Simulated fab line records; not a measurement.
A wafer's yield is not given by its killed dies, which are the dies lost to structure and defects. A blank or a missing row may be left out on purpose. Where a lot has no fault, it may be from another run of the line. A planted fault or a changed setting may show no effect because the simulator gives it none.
Which tool did it?    flow sky130    72 wafers from 24 lots sampled at 6 of the route's 708 steps

== WHAT THE GAUGES READ, wafer by wafer ==
SKY_CAPM_RS_MEAS_03: a four-point-probe measurement. Usual: CAPM_TIN_RS typically reads 6.90 ohm/sq, with standard deviation 0.065.
lot   measured      on            CAPM_TIN_RS (ohm/sq)  flag
L074  day 36 00:36  filmMetro-03  6.86 6.84 6.90        
L075  day 36 17:02  filmMetro-02  6.82 6.82 6.84        
L076  day 37 03:14  filmMetro-03  6.87 6.96 6.87        
L077  day 37 11:06  filmMetro-01  6.84 6.91 6.86        
L078  day 37 18:05  filmMetro-03  6.91 6.86 6.83        
L079  day 38 03:38  filmMetro-03  6.99 6.93 7.02        
L080  day 38 11:08  filmMetro-03  6.93 6.84 6.85        
L082  day 39 00:08  filmMetro-01  6.89 6.86 6.84        
L081  day 39 00:41  filmMetro-01  6.87 6.93 6.85        
L083  day 39 05:32  filmMetro-02  6.87 6.93 7.04        
L084  day 39 22:26  filmMetro-01  6.91 6.89 6.93        
L085  day 39 23:52  filmMetro-01  6.94 6.99 7.03        
L086  day 40 08:34  filmMetro-01  7.01 6.95 7.03        
L087  day 40 16:27  filmMetro-03  6.88 6.91 6.95        
L088  day 40 20:00  filmMetro-03  6.92 6.82 6.85        
L089  day 41 08:03  filmMetro-03  6.85 6.88 6.82        
L090  day 41 13:53  filmMetro-03  6.88 6.93 6.92        
L091  day 41 14:59  filmMetro-01  6.86 6.91 6.90        
L092  day 41 23:04  filmMetro-03  6.74 6.82 6.85        
L093  day 42 03:53  filmMetro-01  6.93 6.91 6.79        
L094  day 42 08:31  filmMetro-02  6.87 6.82 6.97        
L095  day 42 13:25  filmMetro-01  6.85 6.85 6.93        
L096  day 42 20:33  filmMetro-03  6.87 6.88 6.85        
L097  day 43 03:05  filmMetro-02  6.95 6.94 6.85        

SKY_VIA3_THK_MEAS_23: measures by xrf. Usual: VIA3_W_THK typically reads 397 nm, with standard deviation 9.
lot   measured      on            VIA3_W_THK (nm)  flag
L074  day 39 08:12  filmMetro-02  397 386 393      
L075  day 40 00:36  filmMetro-01  398 391 391      
L076  day 40 10:09  filmMetro-01  391 391 388      
L077  day 40 17:02  filmMetro-04  416 388 410      
L078  day 40 23:54  filmMetro-02  402 396 395      
L079  day 41 08:10  filmMetro-01  395 398 392      
L080  day 41 14:53  filmMetro-04  412 389 412      
L082  day 42 03:49  filmMetro-02  398 378 396      
L081  day 42 04:44  filmMetro-01  394 397 385      
L083  day 42 09:32  filmMetro-02  385 398 386      
L084  day 43 00:04  filmMetro-04  402 414 395      
L085  day 43 02:02  filmMetro-02  400 385 404      
L086  day 43 11:09  filmMetro-01  404 407 398      
L087  day 43 18:32  filmMetro-02  399 387 391      
L088  day 43 20:01  filmMetro-04  411 390 390      
L089  day 44 08:14  filmMetro-02  402 403 399      
L090  day 44 13:44  filmMetro-02  397 400 402      
L091  day 44 15:43  filmMetro-02  401 394 400      
L092  day 44 21:37  filmMetro-01  384 404 396      
L093  day 45 03:25  filmMetro-02  391 402 399      
L094  day 45 06:35  filmMetro-02  410 391 387      
L095  day 45 11:07  filmMetro-04  413 412 394      
L096  day 45 17:41  filmMetro-01  410 387 394      
L097  day 46 00:08  filmMetro-01  406 404 387      

== WHAT TOOL EACH LOT RAN ON (gives the tool, then ch and the chambers of the sampled wafers, and finally the start) ==
lot   SKY_METAL1_SPUTTER_02        SKY_VIA1_SPUTTER_20          SKY_CAPM_CVD_00                  SKY_CAPM_STRIP_14
L074  pvdSputter-03, day 31 06:32  pvdSputter-04, day 33 15:01  pecvd-01 ch 0,1, day 36 00:25    plasmaAsher-02 ch 0,1, day 37 02:28
L075  pvdSputter-04, day 32 00:05  pvdSputter-03, day 34 08:04  pecvd-01 ch 0,1, day 36 16:49    plasmaAsher-02 ch 1, day 37 19:02
L076  pvdSputter-02, day 32 10:28  pvdSputter-04, day 34 18:40  pecvd-03 ch 0,2, day 37 03:02    plasmaAsher-03 ch 0,1, day 38 05:15
L077  pvdSputter-03, day 32 18:03  pvdSputter-04, day 35 02:34  pecvd-03 ch 0,1, day 37 10:55    plasmaAsher-03 ch 1, day 38 12:33
L078  pvdSputter-04, day 33 01:31  pvdSputter-01, day 35 09:02  pecvd-01 ch 0,2, day 37 17:52    plasmaAsher-03 ch 0,1, day 38 19:21
L079  pvdSputter-02, day 33 11:46  pvdSputter-01, day 35 19:29  pecvd-03 ch 0,2, day 38 03:26    plasmaAsher-01 ch 0,1, day 39 05:01
L080  pvdSputter-04, day 33 19:07  pvdSputter-01, day 36 03:02  pecvd-04 ch 1,2, day 38 10:55    plasmaAsher-03 ch 0,1, day 39 12:16
L082  pvdSputter-03, day 34 10:16  pvdSputter-03, day 36 17:09  pecvd-01 ch 0,1,2, day 38 23:57  plasmaAsher-02 ch 0,1, day 40 00:50
L081  pvdSputter-02, day 34 10:54  pvdSputter-01, day 36 17:32  pecvd-04 ch 1,2, day 39 00:26    plasmaAsher-03 ch 0,1, day 40 00:59
L083  pvdSputter-03, day 34 15:20  pvdSputter-03, day 36 21:56  pecvd-04 ch 1,2, day 39 05:19    plasmaAsher-03 ch 0,1, day 40 06:03
L084  pvdSputter-02, day 35 09:20  pvdSputter-03, day 37 15:34  pecvd-04 ch 0,1,2, day 39 22:12  plasmaAsher-01 ch 0,1, day 40 22:21
L085  pvdSputter-02, day 35 11:34  pvdSputter-04, day 37 18:16  pecvd-03 ch 0,2, day 39 23:40    plasmaAsher-01 ch 0,1, day 40 23:44
L086  pvdSputter-02, day 35 19:27  pvdSputter-04, day 38 02:28  pecvd-01 ch 0,1,2, day 40 08:19  plasmaAsher-03 ch 0,1, day 41 08:40
L087  pvdSputter-03, day 36 04:37  pvdSputter-01, day 38 10:31  pecvd-03 ch 0,1, day 40 16:16    plasmaAsher-02 ch 0,1, day 41 16:16
L088  pvdSputter-04, day 36 09:54  pvdSputter-01, day 38 15:17  pecvd-03 ch 0,1,2, day 40 19:49  plasmaAsher-01 ch 0,1, day 41 19:06
L089  pvdSputter-04, day 36 20:55  pvdSputter-04, day 39 02:49  pecvd-04 ch 0,2, day 41 07:50    plasmaAsher-02 ch 0,1, day 42 07:48
L090  pvdSputter-02, day 37 04:40  pvdSputter-03, day 39 09:22  pecvd-01 ch 0,1,2, day 41 13:41  plasmaAsher-03 ch 0,1, day 42 12:56
L091  pvdSputter-04, day 37 06:04  pvdSputter-01, day 39 11:25  pecvd-04 ch 0,1, day 41 14:46    plasmaAsher-01 ch 0,1, day 42 14:21
L092  pvdSputter-02, day 37 14:43  pvdSputter-01, day 39 19:19  pecvd-04 ch 0,1, day 41 22:50    plasmaAsher-02 ch 0,1, day 42 22:06
L093  pvdSputter-04, day 37 18:58  pvdSputter-03, day 39 23:25  pecvd-03 ch 1,2, day 42 03:41    plasmaAsher-03 ch 0,1, day 43 03:50
L094  pvdSputter-03, day 37 23:30  pvdSputter-04, day 40 03:53  pecvd-01 ch 1,2, day 42 08:20    plasmaAsher-01 ch 0,1, day 43 06:51
L095  pvdSputter-02, day 38 04:19  pvdSputter-01, day 40 09:28  pecvd-04 ch 0,2, day 42 13:11    plasmaAsher-03 ch 0,1, day 43 12:02
L096  pvdSputter-02, day 38 13:36  pvdSputter-01, day 40 17:49  pecvd-03 ch 0,2, day 42 20:20    plasmaAsher-01 ch 0,1, day 43 18:57
L097  pvdSputter-03, day 38 20:31  pvdSputter-03, day 40 23:23  pecvd-04 ch 1,2, day 43 02:54    plasmaAsher-02 ch 0,1, day 44 01:23
- SKY_METAL1_SPUTTER_02: material AlCu, target thk 250 nm, time 13.3 s.
- SKY_VIA1_SPUTTER_20: material TiN, target thk 20 nm, time 80 s.
- SKY_CAPM_CVD_00: deposits SiO2, target thk 15.5 nm.
- SKY_CAPM_STRIP_14: strips in O2/N2.

== AS READ BY THE TOOLS THEMSELVES (means over the sampled wafers that have a number; for cases with no such wafer, the mark the record gives instead) ==
SKY_METAL1_SPUTTER_02. Usual: 29.5 % for throttleValvePct, sd 0.88.
lot   tool           throttleValvePct (%)  flag
L074  pvdSputter-03  30.0                  
L075  pvdSputter-04  29.4                  
L076  pvdSputter-02  29.0                  
L077  pvdSputter-03  29.7                  
L078  pvdSputter-04  29.7                  
L079  pvdSputter-02  29.0                  
L080  pvdSputter-04  29.3                  
L082  pvdSputter-03  29.9                  
L081  pvdSputter-02  28.5                  
L083  pvdSputter-03  30.7                  
L084  pvdSputter-02  29.4                  
L085  pvdSputter-02  29.0                  
L086  pvdSputter-02  29.7                  
L087  pvdSputter-03  30.5                  
L088  pvdSputter-04  29.6                  
L089  pvdSputter-04  29.6                  
L090  pvdSputter-02  29.5                  
L091  pvdSputter-04  29.6                  
L092  pvdSputter-02  29.4                  
L093  pvdSputter-04  29.5                  
L094  pvdSputter-03  29.6                  
L095  pvdSputter-02  29.6                  
L096  pvdSputter-02  29.1                  
L097  pvdSputter-03  30.9                  

SKY_VIA1_SPUTTER_20. Usual: 30.1 % for throttleValvePct, sd 0.86.
lot   tool           throttleValvePct (%)  flag
L074  pvdSputter-04  28.9                  
L075  pvdSputter-03  30.3                  
L076  pvdSputter-04  29.1                  
L077  pvdSputter-04  29.7                  
L078  pvdSputter-01  30.8                  
L079  pvdSputter-01  30.6                  
L080  pvdSputter-01  30.4                  
L082  pvdSputter-03  30.0                  
L081  pvdSputter-01  30.8                  
L083  pvdSputter-03  30.0                  
L084  pvdSputter-03  30.6                  
L085  pvdSputter-04  29.4                  
L086  pvdSputter-04  29.3                  
L087  pvdSputter-01  31.0                  
L088  pvdSputter-01  31.0                  
L089  pvdSputter-04  29.2                  
L090  pvdSputter-03  30.6                  
L091  pvdSputter-01  30.9                  
L092  pvdSputter-01  30.9                  
L093  pvdSputter-03  30.2                  
L094  pvdSputter-04  29.3                  
L095  pvdSputter-01  30.5                  
L096  pvdSputter-01  30.4                  
L097  pvdSputter-03  29.8                  

SKY_CAPM_CVD_00. Usual: 751 W for heaterPowerW, sd 100.
lot   tool      heaterPowerW (W)  flag
L074  pecvd-01  867               
L075  pecvd-01  742               
L076  pecvd-03  715               
L077  pecvd-03  699               
L078  pecvd-01  821               
L079  pecvd-03  699               
L080  pecvd-04  648               
L082  pecvd-01  820               
L081  pecvd-04  618               
L083  pecvd-04  675               
L084  pecvd-04  687               
L085  pecvd-03  698               
L086  pecvd-01  793               
L087  pecvd-03  847               
L088  pecvd-03  806               
L089  pecvd-04  722               
L090  pecvd-01  818               
L091  pecvd-04  781               
L092  pecvd-04  807               
L093  pecvd-03  840               
L094  pecvd-01  793               
L095  pecvd-04  720               
L096  pecvd-03  732               
L097  pecvd-04  698               

SKY_CAPM_STRIP_14. Usual: drypumpMotorCurrentA 5.5 A, standard deviation 0.31; n2FlowSccm 299.9 sccm, standard deviation 0.89; oesProductAu 0.710 a.u., standard deviation 0.0047; stripTimeToEndpointS 12.63 s, standard deviation 0.065.
lot   tool            drypumpMotorCurrentA (A)  n2FlowSccm (sccm)  oesProductAu (a.u.)  stripTimeToEndpointS (s)  flag
L074  plasmaAsher-02  5.5                       300.8              0.710                12.66                     
L075  plasmaAsher-02  5.2                       300.5              0.712                12.64                     
L076  plasmaAsher-03  5.6                       299.6              0.712                12.65                     
L077  plasmaAsher-03  5.9                       298.5              0.712                12.62                     
L078  plasmaAsher-03  5.4                       299.8              0.711                12.67                     
L079  plasmaAsher-01  5.6                       300.1              0.711                12.64                     
L080  plasmaAsher-03  5.4                       298.8              0.711                12.55                     
L082  plasmaAsher-02  5.6                       299.7              0.714                12.58                     
L081  plasmaAsher-03  5.6                       301.0              0.709                12.72                     
L083  plasmaAsher-03  5.6                       300.5              0.708                12.50                     
L084  plasmaAsher-01  5.7                       299.6              0.707                12.73                     
L085  plasmaAsher-01  5.7                       299.2              0.714                12.63                     
L086  plasmaAsher-03  5.6                       300.1              0.712                12.65                     
L087  plasmaAsher-02  5.5                       300.4              0.709                12.60                     
L088  plasmaAsher-01  5.6                       299.3              0.712                12.68                     
L089  plasmaAsher-02  5.5                       299.9              0.707                12.54                     
L090  plasmaAsher-03  5.3                       299.1              0.711                12.65                     
L091  plasmaAsher-01  5.6                       300.5              0.712                12.58                     
L092  plasmaAsher-02  5.5                       299.7              0.706                12.71                     
L093  plasmaAsher-03  5.6                       299.8              0.713                12.70                     
L094  plasmaAsher-01  5.7                       299.5              0.710                12.54                     
L095  plasmaAsher-03  5.6                       300.8              0.709                12.67                     
L096  plasmaAsher-01  5.7                       299.8              0.708                12.70                     
L097  plasmaAsher-02  5.5                       300.0              0.713                12.63                     

== THE ANSWER, worked out from the rows above alone ==
Rule: take the mean of a lot's wafers that have a number; if it is more than 3 standard deviations from the usual mean, the lot is off. A lot without any number at a reading at which 4 lots or more have one is off too. Any other lot the step has rows for is counted as sound. After the gauges, taken in route order, come the tools' own readings; for these a lot's mean is taken, as printed above. At the first step where some lot is off, the reading lying furthest off is the one used; lots without a number count as furthest.
Nothing can be told from this: no lot is off at any reading shown.

== WHAT THE SIMULATOR HAD INSERTED ==
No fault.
